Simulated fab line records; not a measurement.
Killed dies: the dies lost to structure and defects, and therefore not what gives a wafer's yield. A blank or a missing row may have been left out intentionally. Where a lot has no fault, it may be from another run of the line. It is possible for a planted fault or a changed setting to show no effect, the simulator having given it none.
A struck lot beside a sound one	flow sky130	14 out of 708 route steps
Sound: these wafers, L866.2, L866.4, L866.5. Wafers L862.2, L862.3, L862.6 were the ones struck. The cause comes at the end.
At each step with rows: each side's tool, then ch and its chambers, then its first start. Under that, the readings that differ: sound wafers	struck wafers	difference of the means	sigmas: that difference in standard deviations of wafers without a fault.
alike: readings whose means differ by less than 2 such deviations, and words and numbers that are the same on both sides. not compared: withheld readings, readings that some wafer has no value for, bounds like >300 that may hide the same value, and numbers for which the record gives no deviation and whose values overlap.
The two part at a step that has a row with sigmas, a row that says differs or no value, or rows on one side only. Numbers that don't overlap but have no deviation are shown without sigmas and don't part them. A reading missing from all wafers of one side parts the sides only when that side holds two or more wafers.

first, 4 steps without rows for these wafers: SKY_PWDE_SOFTBAKE_03; SKY_PWDE_EXPOSE_04 (exposes mask PWDEM, target cd 840 nm); SKY_PWDE_PEB_05; SKY_PWDE_DEVELOP_06 (develop time 60 s).
SKY_PWDE_OVL_MEAS_07:
  sound on overlay-01 at day 8 12:37; struck on overlay-02 at day 7 18:34
  alike: PWDE_OVL
following that, these wafers have no rows for 1 step: SKY_PWDE_IMPLANT_08.
SKY_PWDE_STRIP_09: strips in O2/N2.
  sound on plasmaAsher-01 ch 0,1, day 8 12:49; struck on plasmaAsher-01 ch 0,1, day 7 18:44
  alike: drypumpMotorCurrentA, oesProductAu, stripTimeToEndpointS
  not compared: rfHoursCounterH
SKY_PWDE_TW_MEAS_10:
  sound on filmMetro-03 at day 8 12:55; struck on filmMetro-03 at day 7 18:51
  alike: PWDE_TW
then, 4 steps without rows for these wafers: SKY_NWELL_DEHYDRATE_03 (time 60 s); SKY_NWELL_HMDS_04 (prime time 60 s); SKY_NWELL_COAT_05 (resist thk 3000 nm); SKY_NWELL_SOFTBAKE_06.
SKY_NWELL_EXPOSE_07: exposes mask NWM, target cd 840 nm.
  sound on ilineStepper-02 ch 0, day 8 23:26; struck on ilineStepper-02, day 8 05:03
  no value came back on the struck wafers for exposureDoseMJCm2, focusOffsetNm (nm); on the sound wafers exposureDoseMJCm2 reads 255.04 254.60 254.94
  alike: mask
following that, these wafers have no rows for 1 step: SKY_NWELL_PEB_08.

## WHERE THEY PART
At SKY_NWELL_EXPOSE_07 and nowhere else, as far as this record goes.

WHY: the cause the simulator had injected
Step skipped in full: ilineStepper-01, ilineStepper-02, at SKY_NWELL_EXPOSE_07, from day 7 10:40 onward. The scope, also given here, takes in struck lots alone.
